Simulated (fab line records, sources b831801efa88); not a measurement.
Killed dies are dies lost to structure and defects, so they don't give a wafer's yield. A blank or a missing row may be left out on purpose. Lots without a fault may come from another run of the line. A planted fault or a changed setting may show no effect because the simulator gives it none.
Which tool did it? | flow sky130 | 24 lots, 72 wafers sampled, at 5 steps of a route of 708

WHAT THE GAUGES READ, wafer by wafer
SKY_SD_N_CD_MEAS_07: target cd 380 nm. Usual: cd_nm 380.8 nm, standard deviation 2.3.
lot  | measured     | on        | cd_nm (nm)        | flag
L074 | day 27 08:25 | cd_sem-01 | 375.4 376.3 375.6 |
L075 | day 28 20:47 | cd_sem-01 | 382.4 380.9 380.0 |
L076 | day 28 13:47 | cd_sem-02 | 383.0 380.1 382.5 |
L077 | day 29 06:41 | cd_sem-01 | 383.5 384.5 385.4 |
L078 | day 29 02:53 | cd_sem-02 | 383.8 385.3 384.5 |
L079 | day 29 20:04 | cd_sem-02 | 380.2 379.8 379.4 |
L080 | day 30 00:32 | cd_sem-01 | 382.5 382.8 379.0 |
L081 | day 30 05:34 | cd_sem-02 | 382.4 380.2 381.3 |
L082 | day 30 12:35 | cd_sem-01 | 379.6 376.6 377.7 |
L083 | day 30 19:56 | cd_sem-02 | 379.8 378.7 378.8 |
L084 | day 31 17:26 | cd_sem-01 | 379.6 379.5 380.0 |
L085 | day 31 18:54 | cd_sem-02 | 379.7 380.4 379.5 |
L086 | day 31 20:29 | cd_sem-02 | 375.5 376.7 376.6 |
L087 | day 31 22:53 | cd_sem-01 | 382.7 381.0 380.1 |
L088 | day 32 12:02 | cd_sem-01 | 382.8 385.9 382.8 |
L089 | day 33 18:32 | cd_sem-01 | 381.5 381.3 382.2 |
L090 | day 33 16:53 | cd_sem-02 | 381.0 380.0 380.6 |
L091 | day 34 01:03 | cd_sem-01 | 381.4 382.5 380.9 |
L092 | day 34 09:35 | cd_sem-02 | 382.2 380.3 379.8 |
L093 | day 34 06:23 | cd_sem-01 | 383.5 385.8 385.2 |
L094 | day 34 08:08 | cd_sem-02 | 381.4 380.8 381.9 |
L095 | day 34 22:20 | cd_sem-02 | 380.0 380.2 381.0 |
L096 | day 34 20:53 | cd_sem-01 | 381.6 378.8 380.0 |
L097 | day 35 12:16 | cd_sem-02 | 380.1 379.5 381.2 |

SKY_LI_CONTACT_CD_MEAS_12: target cd 170 nm. Usual: cd_nm 169.9 nm, standard deviation 1.4.
lot  | measured     | on        | cd_nm (nm)        | flag
L074 | day 28 14:25 | cd_sem-01 | 169.1 170.3 168.2 |
L075 | day 30 02:26 | cd_sem-01 | 171.0 169.4 171.2 |
L076 | day 29 19:44 | cd_sem-02 | 170.8 170.7 170.3 |
L077 | day 30 13:59 | cd_sem-01 | 168.7 167.9 168.1 |
L078 | day 30 08:23 | cd_sem-02 | 170.9 170.4 171.0 |
L079 | day 31 01:25 | cd_sem-02 | 167.9 169.3 168.4 |
L080 | day 31 06:17 | cd_sem-01 | 170.4 168.7 170.7 |
L081 | day 31 10:25 | cd_sem-02 | 170.3 169.3 170.6 |
L082 | day 31 17:32 | cd_sem-02 | 170.6 171.8 170.3 |
L083 | day 32 01:08 | cd_sem-02 | 169.3 170.8 170.8 |
L084 | day 32 22:41 | cd_sem-02 | 169.7 167.4 168.6 |
L085 | day 33 00:41 | cd_sem-01 | 170.4 169.3 169.6 |
L086 | day 33 01:07 | cd_sem-01 | 170.1 171.3 170.3 |
L087 | day 33 03:32 | cd_sem-01 | 173.8 171.8 171.7 |
L088 | day 33 16:11 | cd_sem-01 | 171.9 171.9 173.5 |
L089 | day 34 20:29 | cd_sem-02 | 167.4 168.7 168.6 |
L090 | day 34 18:53 | cd_sem-02 | 170.6 170.6 172.3 |
L091 | day 35 02:22 | cd_sem-02 | 169.6 169.3 169.0 |
L092 | day 35 10:23 | cd_sem-02 | 168.4 170.0 168.6 |
L093 | day 35 07:32 | cd_sem-02 | 167.5 167.0 170.8 |
L094 | day 35 08:59 | cd_sem-01 | 170.2 169.1 169.9 |
L095 | day 35 22:50 | cd_sem-01 | 170.2 168.7 168.3 |
L096 | day 35 21:05 | cd_sem-02 | 169.5 170.2 170.7 |
L097 | day 36 14:46 | cd_sem-02 | 167.6 168.9 167.1 |

SKY_LOCAL_INTERCONNECT_OVL_MEAS_12. Usual: LOCAL_INTERCONNECT_OVL 0 nm, standard deviation 5.4.
lot  | measured     | on         | LOCAL_INTERCONNECT_OVL (nm) | flag
L074 | day 29 19:58 | overlay-01 | -2 3 6                      |
L075 | day 31 07:16 | overlay-01 | 1 6 1                       |
L076 | day 31 00:52 | overlay-01 | -5 -4 -3                    |
L077 | day 31 19:25 | overlay-01 | 7 6 11                      |
L078 | day 31 13:55 | overlay-02 | -7 -2 -2                    |
L079 | day 32 06:55 | overlay-02 | 8 -1 4                      |
L080 | day 32 11:01 | overlay-02 | -5 -1 -1                    |
L081 | day 32 15:37 | overlay-02 | 5 1 3                       |
L082 | day 32 22:56 | overlay-01 | -9 -5 -3                    |
L083 | day 33 05:28 | overlay-02 | -4 -3 2                     |
L084 | day 34 01:16 | overlay-02 | -5 1 -5                     |
L085 | day 34 03:32 | overlay-01 | -3 -9 -4                    |
L086 | day 34 03:52 | overlay-01 | -6 1 -6                     |
L087 | day 34 07:01 | overlay-01 | 6 6 8                       |
L088 | day 34 17:49 | overlay-01 | -2 3 -2                     |
L089 | day 35 20:16 | overlay-02 | -2 -9 -4                    |
L090 | day 35 18:58 | overlay-01 | 5 7 5                       |
L091 | day 36 03:53 | overlay-02 | 11 1 6                      |
L092 | day 36 12:40 | overlay-01 | 6 6 7                       |
L093 | day 36 10:16 | overlay-02 | -1 -3 3                     |
L094 | day 36 11:02 | overlay-02 | -6 -4 -4                    |
L095 | day 37 02:49 | overlay-01 | 6 -2 -2                     |
L096 | day 37 00:49 | overlay-02 | -5 -9 -9                    |
L097 | day 37 18:40 | overlay-01 | 5 10 -1                     |

SKY_METAL3_CD_MEAS_13: target cd 300 nm. Usual: cd_nm 299.7 nm, standard deviation 1.3.
lot  | measured     | on        | cd_nm (nm)        | flag
L074 | day 37 19:22 | cd_sem-01 | 301.6 301.5 301.6 |
L075 | day 39 01:59 | cd_sem-02 | 299.7 298.6 299.3 |
L076 | day 38 20:08 | cd_sem-02 | 302.0 300.1 301.7 |
L077 | day 39 15:50 | cd_sem-01 | 300.3 300.6 300.4 |
L078 | day 39 10:29 | cd_sem-01 | 299.3 299.3 298.8 |
L079 | day 40 05:46 | cd_sem-02 | 299.9 300.7 299.3 |
L080 | day 40 06:05 | cd_sem-02 | 299.0 298.6 298.7 |
L081 | day 40 09:22 | cd_sem-01 | 299.1 300.2 299.1 |
L082 | day 40 15:32 | cd_sem-01 | 300.9 299.0 299.3 |
L083 | day 40 21:02 | cd_sem-01 | 300.6 299.8 301.2 |
L084 | day 41 16:26 | cd_sem-02 | 298.4 298.1 298.5 |
L085 | day 41 17:33 | cd_sem-02 | 301.9 301.3 301.5 |
L086 | day 41 17:56 | cd_sem-01 | 301.4 300.3 299.5 |
L087 | day 41 19:23 | cd_sem-01 | 301.3 300.5 301.0 |
L088 | day 42 04:08 | cd_sem-02 | 299.6 300.9 300.5 |
L089 | day 43 11:50 | cd_sem-01 | 298.8 299.1 298.3 |
L090 | day 43 07:59 | cd_sem-01 | 300.4 300.6 300.5 |
L091 | day 43 18:33 | cd_sem-01 | 299.4 298.0 300.1 |
L092 | day 44 01:35 | cd_sem-01 | 297.7 297.6 298.8 |
L093 | day 44 00:17 | cd_sem-01 | 297.2 295.3 297.1 |
L094 | day 44 00:29 | cd_sem-02 | 301.0 301.7 300.4 |
L095 | day 44 13:35 | cd_sem-01 | 299.3 299.7 297.4 |
L096 | day 44 12:38 | cd_sem-02 | 300.8 300.3 299.5 |
L097 | day 45 02:22 | cd_sem-02 | 298.9 299.1 298.4 |

WHICH TOOL RAN EACH LOT (tool, then ch and the chambers of the sampled wafers, then the start)
lot  | SKY_FIELD_ISO_ETCH_15
L074 | rie_diel-01 ch 0,2, day 2 04:52
L075 | rie_diel-01 ch 1,2,3, day 2 14:40
L076 | rie_diel-04 ch 0,1,3, day 2 15:30
L077 | rie_diel-02 ch 1,2,3, day 2 22:33
L078 | rie_diel-01 ch 1,2, day 3 00:22
L079 | rie_diel-01 ch 0,1,2, day 3 05:01
L080 | rie_diel-01 ch 0,1,2, day 3 13:18
L081 | rie_diel-04 ch 0,1,3, day 3 18:21
L082 | rie_diel-01 ch 0,3, day 3 22:37
L083 | rie_diel-02 ch 1,2,3, day 4 03:33
L084 | rie_diel-02 ch 1,3, day 4 10:45
L085 | rie_diel-04 ch 0,3, day 4 14:54
L086 | rie_diel-04 ch 0,2,3, day 4 19:27
L087 | rie_diel-01 ch 0,2,3, day 5 00:12
L088 | rie_diel-01 ch 1,2,3, day 5 05:24
L089 | rie_diel-01 ch 0,2,3, day 5 12:01
L090 | rie_diel-02 ch 1,2, day 5 16:22
L091 | rie_diel-04 ch 0,1,3, day 5 20:34
L092 | rie_diel-04 ch 0,1, day 6 02:10
L093 | rie_diel-04 ch 0,2,3, day 6 08:39
L094 | rie_diel-02 ch 0,1,3, day 6 13:30
L095 | rie_diel-04 ch 0,2,3, day 7 00:52
L096 | rie_diel-02 ch 0,2,3, day 7 01:54
L097 | rie_diel-01 ch 1,2,3, day 7 11:15
- SKY_FIELD_ISO_ETCH_15: etches the open film in CHF3/O2, stops on Si, target depth 180 nm, time 72 s.

WHAT THE TOOLS THEMSELVES READ (means of the sampled wafers that have a number; where no wafer has one, the mark that the record gives instead)
SKY_FIELD_ISO_ETCH_15. Usual: drypump_motor_current_A 5.8 A, standard deviation 0.5; oes_product_au 0.943 a.u., standard deviation 0.0061; rf_fwd_power_W 595.9 W, standard deviation 2.2; throttle_valve_pct 8.843 %, standard deviation 0.0093.
lot  | tool        | drypump_motor_current_A (A) | oes_product_au (a.u.) | rf_fwd_power_W (W) | throttle_valve_pct (%) | flag
L074 | rie_diel-01 | 6.1                         | 0.948                 | 594.8              | 8.851                  |
L075 | rie_diel-01 | 6.0                         | 0.937                 | 596.4              | 8.843                  |
L076 | rie_diel-04 | 5.5                         | 0.948                 | 593.6              | 8.849                  |
L077 | rie_diel-02 | 5.5                         | 0.944                 | 594.1              | 8.836                  |
L078 | rie_diel-01 | 5.6                         | 0.942                 | 598.0              | 8.841                  |
L079 | rie_diel-01 | 5.8                         | 0.937                 | 594.7              | 8.855                  |
L080 | rie_diel-01 | 5.8                         | 0.937                 | 597.0              | 8.844                  |
L081 | rie_diel-04 | 5.5                         | 0.937                 | 595.0              | 8.848                  |
L082 | rie_diel-01 | 6.1                         | 0.941                 | 594.7              | 8.847                  |
L083 | rie_diel-02 | 5.5                         | 0.946                 | 596.2              | 8.832                  |
L084 | rie_diel-02 | 5.4                         | 0.942                 | 598.2              | 8.839                  |
L085 | rie_diel-04 | 5.1                         | 0.944                 | 595.1              | 8.841                  |
L086 | rie_diel-04 | 5.3                         | 0.935                 | 594.8              | 8.841                  |
L087 | rie_diel-01 | 6.2                         | 0.947                 | 596.0              | 8.837                  |
L088 | rie_diel-01 | 6.0                         | 0.948                 | 595.6              | 8.843                  |
L089 | rie_diel-01 | 6.2                         | 0.945                 | 597.0              | 8.851                  |
L090 | rie_diel-02 | 5.2                         | 0.939                 | 594.6              | 8.841                  |
L091 | rie_diel-04 | 5.5                         | 0.945                 | 592.5              | 8.850                  |
L092 | rie_diel-04 | 5.5                         | 0.947                 | 595.7              | 8.845                  |
L093 | rie_diel-04 | 5.3                         | 0.954                 | 596.8              | 8.834                  |
L094 | rie_diel-02 | 5.6                         | 0.936                 | 597.6              | 8.834                  |
L095 | rie_diel-04 | 5.3                         | 0.946                 | 595.6              | 8.843                  |
L096 | rie_diel-02 | 5.9                         | 0.949                 | 595.5              | 8.842                  |
L097 | rie_diel-01 | 6.0                         | 0.945                 | 597.1              | 8.847                  |

THE ANSWER, worked out from the rows above alone
Rule: a lot is off if the mean of its wafers that have a number lies more than 3 standard deviations from the usual mean. A lot without any number at a reading at which 4 lots or more have one is off too. The other lots that the step has rows for count as sound. The gauges are gone through in route order, then the tools' own readings, and for those a lot's mean is taken as printed above. The first step at which some lot is off is used, and at that step the reading that is off furthest; a lot without a number counts as furthest.
No lot is off at any reading shown: from this, nothing can be told.

WHAT THE SIMULATOR HAD PUT IN
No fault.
